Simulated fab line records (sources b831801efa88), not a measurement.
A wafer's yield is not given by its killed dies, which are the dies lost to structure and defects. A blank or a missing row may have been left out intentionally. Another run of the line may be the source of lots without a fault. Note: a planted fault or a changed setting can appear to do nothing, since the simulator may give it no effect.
The same fault as seen by 2 desks | flow gf180mcu | what lay behind the numbers comes last; until then each desk has only its own

## FROM THE METROLOGY DESK
Means of the sampled wafers that have a number, per lot and without regard to the tool the lot ran on: this is what the gauges read. If a lot's mean is further than 4 standard deviations from the usual mean, the lot is out of limits and carries the mark OUT (the distance appears in the brackets).
Columns: A = cd nm at GF_V4_CD_MEAS_14, usual 260.2 nm; B = V4_OVL at GF_V4_OVL_MEAS_15, usual -4 nm
lot  | first seen here | A     | B
L505 | day 24 09:09    | 260.8 | 6
L506 | day 24 13:00    | 261.2 | -1
L514 | day 27 06:34    | 260.7 | -3
L526 | day 30 20:19    | 262.6 | -1
L528 | day 31 05:59    | 260.6 | -7
This desk found nothing out of limits on any of the 5 lots.

## DESK OF THE TOOL OWNER: pvd sputter-04
At GF_V4_SPUTTER_22 (material TiN, target thk 10 nm, time 40 s) the tool's own readings: per lot run on this tool, the mean of the sampled wafers that have a number. If a lot's mean is further than 4 standard deviations from the usual mean, the lot is out of limits and carries the mark OUT (the distance appears in the brackets).
Columns: A = chamber pressure pa at GF_V4_SPUTTER_22, usual 5.000 Pa; B = throttle valve pct at GF_V4_SPUTTER_22, usual 30.5 %
lot  | first seen here | A               | B
L506 | day 24 14:13    | 4.998           | 29.4
L514 | day 27 07:26    | 5.148 (+13) OUT | 29.6
This desk's verdict: out of limits on L514, starting with L514 at day 27 07:26 (chamber pressure pa at GF_V4_SPUTTER_22). Within limits: L506.

## ALL TOGETHER
The tool owner's desk had the chance to raise an alarm at day 27 07:26 on L514.
Nothing out of limits was seen by the metrology desk.
The metrology desk holds a record of L514, inside its limits.
Every lot named ran GF_V4_SPUTTER_22 on pvd sputter-04.

## WHAT THE SIMULATOR HAD INSERTED
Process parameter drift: pvd sputter-04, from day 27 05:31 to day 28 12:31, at GF_V4_SPUTTER_22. The setting chamber pressure pa was moved by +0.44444, starting from 5. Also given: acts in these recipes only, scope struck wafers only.
Struck lots among those shown: L514.
Delay in hours, fault start to first out-of-limits reading, by desk: the tool owner's desk at 2.
